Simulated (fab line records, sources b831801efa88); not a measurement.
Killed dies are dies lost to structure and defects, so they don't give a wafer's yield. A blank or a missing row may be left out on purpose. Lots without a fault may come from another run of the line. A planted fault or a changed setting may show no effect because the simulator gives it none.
Which tool did it? | flow sky130 | 10 lots, 30 wafers sampled, at 3 steps of a route of 708

WHAT THE GAUGES READ, wafer by wafer
SKY_VIA3_RS_MEAS_22: measures by four-point-probe.
lot  | measured     | on            | VIA3_W_RS (ohm/sq)
L624 | day 39 17:32 | film_metro-02 | 0.293 0.290 0.295
L625 | day 40 13:11 | film_metro-02 | 0.298 0.293 0.292
L632 | day 42 12:50 | film_metro-02 | 0.294 0.296 0.291
L631 | day 42 16:31 | film_metro-02 | 0.290 0.288 0.293
L633 | day 42 20:20 | film_metro-01 | 0.298 0.290 0.300
L642 | day 45 07:00 | film_metro-02 | 0.190 0.292 0.294
L643 | day 45 09:07 | film_metro-02 | 0.188 0.187 0.294
L644 | day 45 13:51 | film_metro-02 | 0.292 0.292 0.291
L645 | day 45 23:49 | film_metro-01 | 0.294 0.292 0.292
L646 | day 46 04:04 | film_metro-02 | 0.292 0.294 0.290

WHICH TOOL RAN EACH LOT (tool, then ch and the chambers of the sampled wafers, then the start)
lot  | SKY_SD_N_STRIP_11                    | SKY_VIA3_CVD_21
L624 | plasma_asher-01 ch 0,1, day 27 19:56 | cvd_w-01 ch 0,1, day 39 17:25
L625 | plasma_asher-04 ch 0,1, day 28 17:38 | cvd_w-02 ch 0,1, day 40 13:03
L632 | plasma_asher-03 ch 1, day 31 02:06   | cvd_w-02 ch 1, day 42 12:41
L631 | plasma_asher-01 ch 1, day 31 06:25   | cvd_w-01 ch 1, day 42 16:23
L633 | plasma_asher-03 ch 0,1, day 31 09:05 | cvd_w-01 ch 0,1, day 42 20:13
L642 | plasma_asher-04 ch 0,1, day 34 09:16 | cvd_w-01 ch 0,1, day 45 06:52
L643 | plasma_asher-03 ch 0,1, day 34 13:28 | cvd_w-01 ch 0,1, day 45 08:59
L644 | plasma_asher-01 ch 1, day 34 18:09   | cvd_w-02 ch 0,1, day 45 13:44
L645 | plasma_asher-01 ch 0,1, day 35 05:52 | cvd_w-02 ch 0,1, day 45 23:40
L646 | plasma_asher-03 ch 0,1, day 35 09:57 | cvd_w-02 ch 0,1, day 46 03:57
- SKY_SD_N_STRIP_11: strips in O2/N2.
- SKY_VIA3_CVD_21: deposits W, target thk 390 nm, time 117.31 s.

THE ANSWER, worked out from the rows above alone
Rule: what is usual is taken from the lots themselves. Put in order of their means at a reading, lots are off if they are a third of the lots or fewer, leave a main group of 4 or more, and stand apart from it by a gap of 3 or more times the standard deviation of the main group's means; of several such gaps the widest counts. A main group whose means are all the same, to the digits that the tables above print for the reading, isn't used. A lot without any number at a reading at which 4 lots or more have one is off too. The other lots that the step has rows for count as sound.
Off: L642, L643, at SKY_VIA3_RS_MEAS_22 (VIA3_W_RS). The main group: mean 0.293 ohm/sq, standard deviation 0.0016.
A tool fits if, at a process step before that reading, it ran every lot that is off, and no sound lot after the first of them. The gauges at SKY_VIA3_RS_MEAS_22 are tried like those tools. One fits: cvd_w-01 at SKY_VIA3_CVD_21. Its last sound lot is L633 (day 42 20:13), its first lot that is off L642 (day 45 06:52): a fault that began between those two fits.

WHAT THE SIMULATOR HAD PUT IN
Process parameter drift: cvd_w-01, from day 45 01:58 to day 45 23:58, at SKY_VIA3_CVD_21. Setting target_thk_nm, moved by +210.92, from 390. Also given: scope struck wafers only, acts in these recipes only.
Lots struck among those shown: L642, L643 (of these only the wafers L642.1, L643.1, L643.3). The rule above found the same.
